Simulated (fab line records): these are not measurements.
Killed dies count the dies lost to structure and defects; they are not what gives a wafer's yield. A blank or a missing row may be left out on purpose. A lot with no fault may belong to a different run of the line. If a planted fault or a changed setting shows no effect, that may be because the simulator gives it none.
Matching of chambers    flow sky130    cmp-02 running SKY_LI_CONTACT_CMP_02: 4 sister chambers
The step polishes PSG. 4 wafers are shown with their chamber, then 7 later ones without.

== EACH WAFER AND ITS CHAMBER ==
wafer   chamber  motor current A (A)
L401.6  0        13.6
L402.1  3        11.0
L405.1  1        14.7
L405.5  2        11.9

== WAFERS WHOSE CHAMBER IS MISSING ==
wafer   motor current A (A)
L405.6  11.3
L406.1  12.6
L406.2  14.6
L406.6  13.8
L408.2  12.2
L408.3  12.2
L408.4  15.3

== THE CHAMBER EACH PASSED THROUGH ==
wafer    from the rows above       in truth
L405.6   can't be placed: 3 or 2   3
L406.1   can't be placed: 2 or 0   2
L406.2   1                         1
L406.6   can't be placed: 0 or 1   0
L408.2   2                         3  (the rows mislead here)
L408.3   2                         2
L408.4   1                         1
3 of 7 placed correctly. Not placeable from these rows: 3 (in 3, the candidates include the true chamber). Placed wrongly: 1.
How it was worked out, from the rows above alone: a wafer's distance from a chamber is the root of the sum, over the readings, of the square of ((its reading less the chamber's mean) divided by the reading's scatter). The wafer belongs to the nearest chamber; if the next one is less than 2 further off, it can't be placed. Each chamber's mean is taken over the wafers shown for it. The scatter: root of mean squared gap, hidden wafer to nearest shown wafer, with one shown wafer a chamber.
